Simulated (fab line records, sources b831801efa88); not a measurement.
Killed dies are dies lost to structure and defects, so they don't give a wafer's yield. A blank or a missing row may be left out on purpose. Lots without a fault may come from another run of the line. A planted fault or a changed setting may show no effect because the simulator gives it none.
fab line records | flow sky130 | part 2 of 2: steps 25 to 38 of 38
record lots=5 wafers=15 last_day=49
route steps=708 shown FIELD_ISO@10 NWELL@32 DNWELL@35 PWDE@45
lots that met no fault: from a run of the same line without faults
start_h: hours from the record's first day to the start of the lot's first wafer shown | wait_h: hours since the lot's step before | " the same as in the row above | L1.1+2: a row that stands for several wafers | - no value, or no start given | * or withheld: withheld | < > ~ a bound
route shown NAME@n: a module of which the file shows steps, and the number in the route of the first | usual: mean/standard deviation of fault-free wafers | same: alike in all rows | chamber/n: place in a boat | sites: the reading at each site | _std_site: their standard deviation | _edge_site: outer sites' mean less inner sites' | radius_mm: how far each site lies from the wafer's centre | mask NAME#n: copy n | behind: the tool/chamber that last shaped the wafer | hold: why the lot was held/for how many hours/how that ended | device: the transistor (n, p or np) that didn't switch | end of line: the same wafers' tests at the end of the route | a step without rows: its recipe alone | killed: dies lost to structure and defects at the first sort, not the wafer's yield | map: a wafer's dies, x killed, . not, _ none there
set.NAME: the setting as run; set.NAME@STEP: as run at that earlier step | model.NAME: the simulator's own value behind a step, which no gauge read
lots at some steps of the route; a table a step, a row a wafer
services: from which hour (start_h, from the record's first day; less than 0 if before it) a tool's chamber was out of use, for how many hours, and why
## steps
# step SKY_NWELL_THK_MEAS_02
# recipe reads=SiO2_of_NWELL_OXIDATION_01
# usual NWELL_OXIDATION_THK=10.12/0.22
# columns lot.wafer tool chamber start_h wait_h NWELL_OXIDATION_THK[nm]
L074.1 film_metro-01 - 44.74 0.0 10.47
L074.4 " - " " 10.36
L074.5 " - " " 10.57
L075.3 film_metro-02 - 44.76 0.0 10.44
L075.4 " - " " 10.49
L075.5 " - " " 10.27
L078.1 film_metro-01 - 61.50 0.0 9.98
L078.2 " - " " 10.14
L078.3 " - " " 10.02
L087.1 film_metro-02 - 103.74 0.0 10.30
L087.5 " - " " 10.37
L087.6 " - " " 10.47
L091.1 film_metro-01 - 125.11 0.0 10.01
L091.3 " - " " 9.86
L091.6 " - " " 9.87
# step SKY_DNWELL_DEHYDRATE_00
# recipe temp_c=200 time_s=60
# columns lot.wafer tool chamber start_h wait_h
L074.1+4+5 litho_track-02 0 51.33 6.6
L075.3+4+5 litho_track-01 0 51.41 6.6
L078.1+2+3 litho_track-02 0 68.58 7.1
L087.1+5+6 litho_track-01 0 112.26 8.5
L091.1+3+6 litho_track-01 0 134.26 9.1
# step SKY_DNWELL_HMDS_01
# recipe prime_time_s=60 prime_temp_c=120
# usual prime_temp_c=120.00/0.13
# columns lot.wafer tool chamber start_h wait_h prime_temp_c
L074.1 litho_track-02 0 51.48 0.1 119.98
L074.4 " 0 " " 119.86
L074.5 " 0 " " 119.96
L075.3 litho_track-01 0 51.56 0.1 120.08
L075.4 " 0 " " 120.17
L075.5 " 0 " " 120.07
L078.1 litho_track-02 0 68.73 0.1 119.85
L078.2 " 0 " " 119.88
L078.3 " 0 " " 120.13
L087.1 litho_track-01 0 112.41 0.1 120.16
L087.5 " 0 " " 119.96
L087.6 " 0 " " 119.98
L091.1 litho_track-01 0 134.41 0.1 119.99
L091.3 " 0 " " 120.13
L091.6 " 0 " " 120.08
# step SKY_DNWELL_COAT_02
# recipe spin_rpm=2000 resist_thk_nm=3000
# columns lot.wafer tool chamber start_h wait_h
L074.1+4+5 litho_track-02 0 51.63 0.1
L075.3+4+5 litho_track-01 0 51.71 0.1
L078.1+2+3 litho_track-02 0 68.88 0.1
L087.1+5+6 litho_track-01 0 112.56 0.1
L091.1+3+6 litho_track-01 0 134.56 0.1
# step SKY_DNWELL_SOFTBAKE_03
# recipe temp_c=110 time_s=withheld
# columns lot.wafer tool chamber start_h wait_h
L074.1+4+5 litho_track-02 0 51.78 0.1
L075.3+4+5 litho_track-01 0 51.88 0.1
L078.1+2+3 litho_track-02 0 69.03 0.1
L087.1+5+6 litho_track-01 0 112.71 0.1
L091.1+3+6 litho_track-01 0 134.71 0.1
# step SKY_DNWELL_EXPOSE_04
# recipe mask_id=DNM na=0.57 target_cd_nm=3000 dose_mj=222
# usual focus_offset_nm=0.0/0.54
# columns lot.wafer tool chamber start_h wait_h mask focus_offset_nm
L074.1 iline_stepper-02 0 - - DNM#0 0.5
L074.4 " 0 " " DNM#0 -0.5
L074.5 " 0 " " DNM#0 1.0
L075.3 iline_stepper-01 0 - - DNM#0 0.0
L075.4 " 0 " " DNM#0 0.2
L075.5 " 0 " " DNM#0 0.9
L078.1 iline_stepper-02 0 - - DNM#0 0.1
L078.2 " 0 " " DNM#0 0.3
L078.3 " 0 " " DNM#0 0.4
L087.1 iline_stepper-02 0 - - DNM#0 -0.9
L087.5 " 0 " " DNM#0 0.4
L087.6 " 0 " " DNM#0 0.2
L091.1 iline_stepper-02 0 - - DNM#0 0.3
L091.3 " 0 " " DNM#0 1.0
L091.6 " 0 " " DNM#0 0.8
# step SKY_DNWELL_PEB_05
# recipe temp_c=115 time_s=withheld
# columns lot.wafer tool chamber start_h wait_h
L074.1+4+5 litho_track-01 0 - -
L075.3+4+5 litho_track-02 0 - -
L078.1+2+3 litho_track-01 0 - -
L087.1+5+6 litho_track-03 0 - -
L091.1+3+6 litho_track-03 0 - -
# step SKY_DNWELL_DEVELOP_06
# recipe wall_angle_deg=90 developer=TMAH develop_time_s=60 dev_temp_c=23
# columns lot.wafer tool chamber start_h wait_h
L074.1+4+5 litho_track-01 0 - -
L075.3+4+5 litho_track-02 0 - -
L078.1+2+3 litho_track-01 0 - -
L087.1+5+6 litho_track-03 0 - -
L091.1+3+6 litho_track-03 0 - -
# step SKY_DNWELL_IMPLANT_07
# recipe species=P energy_kev=withheld dose_cm2=withheld tilt_deg=withheld
# columns lot.wafer tool chamber start_h wait_h
L074.1+4+5 implanter-03 0 59.36 -
L075.3+4+5 implanter-04 0 59.73 -
L078.1+2+3 implanter-02 0 77.51 -
L087.1+5+6 implanter-02 0 122.12 -
L091.1+3+6 implanter-04 0 144.87 -
# step SKY_DNWELL_STRIP_08
# recipe chemistry=O2/N2 power_w=1400 pressure_mtorr=1500 platen_temp_c=withheld o2_flow_sccm=3000 n2_flow_sccm=300 overash_fraction=0.5
# usual drypump_motor_current_A=5.6/0.37 oes_product_au=0.722/0.0049 strip_time_to_endpoint_s=36.90/0.098
# same overash_fraction=0.5
# columns lot.wafer tool chamber start_h wait_h drypump_motor_current_A oes_product_au rf_hours_counter_h strip_time_to_endpoint_s
L074.1 plasma_asher-03 0 59.51 0.1 5.5 0.723 25 36.94
L074.4 " 0 " " 5.5 0.724 - 36.88
L074.5 " 0 " " 5.5 0.735 - 36.96
L075.3 plasma_asher-02 1 59.87 0.1 4.9 0.722 - 36.96
L075.4 " 0 " " 6.0 0.722 - 36.85
L075.5 " 0 " " 6.0 0.721 - 36.78
L078.1 plasma_asher-03 0 77.66 0.1 5.4 0.734 26 36.65
L078.2 " 1 " " 6.0 0.728 26 36.79
L078.3 " 0 " " 5.5 0.715 - 36.79
L087.1 plasma_asher-02 1 122.27 0.1 4.9 0.723 0 36.71
L087.5 " 1 " " 4.9 0.720 - 36.72
L087.6 " 0 " " 6.0 0.719 - 36.81
L091.1 plasma_asher-04 1 145.02 0.1 5.3 0.723 44 36.81
L091.3 " 0 " " 5.7 0.726 - 36.82
L091.6 " 1 " " 5.3 0.721 - 36.75
# step SKY_DNWELL_TW_MEAS_09
# usual DNWELL_TW=1116/5.5
# columns lot.wafer tool chamber start_h wait_h DNWELL_TW
L074.1 film_metro-01 - 59.61 0.1 1114
L074.4 " - " " 1110
L074.5 " - " " 1113
L075.3 film_metro-04 - 59.95 0.1 1120
L075.4 " - " " 1111
L075.5 " - " " 1118
L078.1 film_metro-02 - 77.76 0.1 1114
L078.2 " - " " 1118
L078.3 " - " " 1117
L087.1 film_metro-01 - 122.37 0.1 1107
L087.5 " - " " 1108
L087.6 " - " " 1116
L091.1 film_metro-02 - 145.12 0.1 1122
L091.3 " - " " 1119
L091.6 " - " " 1117
# step SKY_PWDE_DEHYDRATE_00
# recipe temp_c=200 time_s=60
# columns lot.wafer tool chamber start_h wait_h
L074.1+4+5 litho_track-04 0 66.97 7.4
L075.3+4+5 litho_track-01 0 67.11 7.1
L078.1+2+3 litho_track-03 0 85.47 7.7
L087.1+5+6 litho_track-04 0 130.67 8.3
L091.1+3+6 litho_track-01 0 154.11 9.0
# step SKY_PWDE_HMDS_01
# recipe prime_time_s=60 prime_temp_c=120
# usual prime_temp_c=120.01/0.12
# columns lot.wafer tool chamber start_h wait_h prime_temp_c
L074.1 litho_track-04 0 67.12 0.1 119.95
L074.4 " 0 " " 120.21
L074.5 " 0 " " 120.00
L075.3 litho_track-01 0 67.26 0.1 119.97
L075.4 " 0 " " 119.91
L075.5 " 0 " " 120.03
L078.1 litho_track-03 0 85.62 0.1 119.98
L078.2 " 0 " " 120.17
L078.3 " 0 " " 120.00
L087.1 litho_track-04 0 130.82 0.1 120.13
L087.5 " 0 " " 120.01
L087.6 " 0 " " 119.94
L091.1 litho_track-01 0 154.26 0.1 119.83
L091.3 " 0 " " 119.96
L091.6 " 0 " " 120.02
# step SKY_PWDE_COAT_02
# recipe spin_rpm=2000 resist_thk_nm=3000
# columns lot.wafer tool chamber start_h wait_h
L074.1+4+5 litho_track-04 0 67.27 0.1
L075.3+4+5 litho_track-01 0 67.41 0.1
L078.1+2+3 litho_track-03 0 85.77 0.1
L087.1+5+6 litho_track-04 0 130.97 0.1
L091.1+3+6 litho_track-01 0 154.41 0.1
## services
# columns tool chamber start_h hours kind
rie_diel-02 - 17.65 0.5 repair
rie_diel-04 - 20.28 1.0 repair
rie_si-01 - 26.12 0.1 repair
implanter-02 - 27.45 5.4 repair
krf_scanner-01 - 39.61 1.3 pm
furnace-02 - 46.09 2.9 pm
krf_scanner-01 - 61.87 0.8 pm
krf_scanner-01 - 62.68 0.1 repair
cmp-02 - 64.00 4.0 pm
hdpcvd-02 - 66.75 15.0 pm
wet_bench-01 - 72.86 1.9 pm
hdpcvd-02 - 84.01 0.6 repair
iline_stepper-02 - 85.41 1.7 pm
krf_scanner-01 - 89.62 4.2 repair
rie_si-01 - 94.16 0.2 repair
rie_si-01 3 104.40 3.7 repair
rie_si-01 2 107.73 9.5 repair
plasma_asher-02 - 108.75 9.0 pm
furnace-02 - 110.06 5.1 pm
krf_scanner-01 - 111.67 1.0 pm
krf_scanner-01 - 112.89 0.6 repair
cmp-02 - 115.90 0.3 repair
furnace-02 - 131.46 14.1 repair
krf_scanner-01 - 134.83 0.5 repair
